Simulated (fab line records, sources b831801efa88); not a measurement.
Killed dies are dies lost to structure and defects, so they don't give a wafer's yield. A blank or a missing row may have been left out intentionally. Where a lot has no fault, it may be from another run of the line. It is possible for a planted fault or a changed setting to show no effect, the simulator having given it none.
Commonality check across tools :: flow gf180mcu :: Sampled: 15 lots, 44 wafers

== WHY IT WAS OPENED ==
Flagged at GF_V5_CD_MEAS_14: reading cdNm, on 3 of 15 lots. No-fault wafers: 259.9 nm, standard deviation 1.1.
Rule: a lot is flagged when every wafer of it that has a number lies more than 4 standard deviations from that mean, or none has a number. All remaining lots are regarded as sound.

lot: L872
measured: day 27 06:19
on: cdSem-02
cdNm (nm), wafer by wafer: 260.9 261.2 260.8
flag: 

lot: L873
measured: day 27 15:53
on: cdSem-02
cdNm (nm), wafer by wafer: 261.6 260.4 260.0
flag: 

lot: L874
measured: day 27 20:32
on: cdSem-02
cdNm (nm), wafer by wafer: 260.3 259.1 259.0
flag: 

lot: L876
measured: day 28 22:02
on: cdSem-02
cdNm (nm), wafer by wafer: 261.5 259.6 260.1
flag: 

lot: L877
measured: day 28 23:49
on: cdSem-02
cdNm (nm), wafer by wafer: 260.0 259.3 261.4
flag: 

lot: L878
measured: day 29 09:17
on: cdSem-02
cdNm (nm), wafer by wafer: 259.4 260.3 259.8
flag: 

lot: L879
measured: day 29 11:43
on: cdSem-01
cdNm (nm), wafer by wafer: 292.5 293.5 293.3
flag: FLAGGED

lot: L880
measured: day 29 19:49
on: cdSem-01
cdNm (nm), wafer by wafer: 294.6 295.0
flag: FLAGGED

lot: L884
measured: day 31 01:37
on: cdSem-02
cdNm (nm), wafer by wafer: 280.3 283.6 281.2
flag: FLAGGED

lot: L885
measured: day 31 09:50
on: cdSem-01
cdNm (nm), wafer by wafer: 259.7 260.9 261.6
flag: 

lot: L886
measured: day 31 15:08
on: cdSem-02
cdNm (nm), wafer by wafer: 261.1 261.3 262.0
flag: 

lot: L887
measured: day 31 23:35
on: cdSem-01
cdNm (nm), wafer by wafer: 261.0 260.8 259.5
flag: 

lot: L889
measured: day 32 07:59
on: cdSem-02
cdNm (nm), wafer by wafer: 260.4 260.7 259.4
flag: 

lot: L893
measured: day 33 05:09
on: cdSem-02
cdNm (nm), wafer by wafer: 257.9 259.6 259.1
flag: 

lot: L895
measured: day 33 17:22
on: cdSem-02
cdNm (nm), wafer by wafer: 259.2 260.3 258.8
flag: 
On average the flagged lots' numbers are 289.2 nm, which is +29.4 nm against the usual, or +27 standard deviations.

== TOOL THAT RAN EACH LOT ==
2 process steps preceding the reading are held in the record, out of 602 steps in the route. Cell contents, in order: the tool; ch with the chambers the sampled wafers went through; the start.
lot: L872
flag: 
GF_V5_CVD_02: pecvd-03 ch 0,1,2, day 26 09:20
GF_V5_EXPOSE_11: krfScanner-02 ch 0, day 26 20:40

lot: L873
flag: 
GF_V5_CVD_02: pecvd-04 ch 1,2, day 26 19:26
GF_V5_EXPOSE_11: krfScanner-01 ch 0, day 27 06:25

lot: L874
flag: 
GF_V5_CVD_02: pecvd-04 ch 0,1,2, day 27 00:34
GF_V5_EXPOSE_11: krfScanner-01 ch 0, day 27 11:15

lot: L876
flag: 
GF_V5_CVD_02: pecvd-04 ch 0,1,2, day 28 01:38
GF_V5_EXPOSE_11: krfScanner-02 ch 0, day 28 12:23

lot: L877
flag: 
GF_V5_CVD_02: pecvd-04 ch 0,2, day 28 03:04
GF_V5_EXPOSE_11: krfScanner-02 ch 0, day 28 14:07

lot: L878
flag: 
GF_V5_CVD_02: pecvd-03 ch 0,2, day 28 13:25
GF_V5_EXPOSE_11: krfScanner-02 ch 0, day 28 23:50

lot: L879
flag: FLAGGED
GF_V5_CVD_02: pecvd-02 ch 0,2, day 28 16:08
GF_V5_EXPOSE_11: krfScanner-02 ch 0, day 29 02:31

lot: L880
flag: FLAGGED
GF_V5_CVD_02: pecvd-02 ch 0,2, day 29 00:04
GF_V5_EXPOSE_11: krfScanner-02 ch 0, day 29 10:07

lot: L884
flag: FLAGGED
GF_V5_CVD_02: pecvd-04 ch 0,1,2, day 30 06:40
GF_V5_EXPOSE_11: krfScanner-02 ch 0, day 30 16:46

lot: L885
flag: 
GF_V5_CVD_02: pecvd-02 ch 0,1,2, day 30 15:04
GF_V5_EXPOSE_11: krfScanner-01 ch 0, day 31 00:46

lot: L886
flag: 
GF_V5_CVD_02: pecvd-03 ch 0,2, day 30 21:17
GF_V5_EXPOSE_11: krfScanner-01 ch 0, day 31 07:01

lot: L887
flag: 
GF_V5_CVD_02: pecvd-02 ch 0,1,2, day 31 05:26
GF_V5_EXPOSE_11: krfScanner-01 ch 0, day 31 15:14

lot: L889
flag: 
GF_V5_CVD_02: pecvd-03 ch 1,2, day 31 14:27
GF_V5_EXPOSE_11: krfScanner-01 ch 0, day 31 23:58

lot: L893
flag: 
GF_V5_CVD_02: pecvd-03 ch 0,1, day 32 11:40
GF_V5_EXPOSE_11: krfScanner-01 ch 0, day 32 21:10

lot: L895
flag: 
GF_V5_CVD_02: pecvd-03 ch 1,2, day 33 00:59
GF_V5_EXPOSE_11: krfScanner-01 ch 0, day 33 09:08
These steps, and what they do:
- GF_V5_CVD_02: deposits SiO2 from TEOS, target thk 1450 nm, time 163.28 s.
- GF_V5_EXPOSE_11: exposes mask Via5, target cd 260 nm.
- GF_V5_CD_MEAS_14: target cd 260 nm.

== FLAGGED OVER TOTAL, TOOL BY TOOL (the gauges that took the reading come last) ==
step: GF_V5_CVD_02
tool: pecvd-02
lots run: 4
flagged: 2
share of the flagged lots: some
sound lots run after its first flagged lot: 2 (L885,L887)

step: GF_V5_CVD_02
tool: pecvd-03
lots run: 6
flagged: 0
share of the flagged lots: none
sound lots run after its first flagged lot: -

step: GF_V5_CVD_02
tool: pecvd-04
lots run: 5
flagged: 1
share of the flagged lots: some
sound lots run after its first flagged lot: 0

step: GF_V5_EXPOSE_11
tool: krfScanner-01
lots run: 8
flagged: 0
share of the flagged lots: none
sound lots run after its first flagged lot: -

step: GF_V5_EXPOSE_11
tool: krfScanner-02
lots run: 7
flagged: 3
share of the flagged lots: all
sound lots run after its first flagged lot: 0

step: GF_V5_CD_MEAS_14
tool: cdSem-01
lots run: 4
flagged: 2
share of the flagged lots: some
sound lots run after its first flagged lot: 2 (L885,L887)

step: GF_V5_CD_MEAS_14
tool: cdSem-02
lots run: 11
flagged: 1
share of the flagged lots: some
sound lots run after its first flagged lot: 4 (L886,L889,L893,L895)

== WHAT IS ALLOWED BY THE TABLE ==
1 row of the table ran every flagged lot: krfScanner-02 at GF_V5_EXPOSE_11.
- krfScanner-02 at GF_V5_EXPOSE_11: 3 of its 7 lots flagged. Its last sound lot is L878 (day 28 23:50), its first flagged lot L879 (day 29 02:31): a fault that began between those two fits. Its own readings (exposureDoseMJCm2) fall more than 4 standard deviations out on all wafers of the flagged lots.
Left over: one tool, krfScanner-02 at GF_V5_EXPOSE_11.

== WHAT THE SIMULATOR HAD INSERTED ==
Drift in process parameters on krfScanner-02 at GF_V5_EXPOSE_11, starting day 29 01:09. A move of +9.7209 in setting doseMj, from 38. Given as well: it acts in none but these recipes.
Shown lots that were struck: L879, L880, L884. Same finding as the rule above.
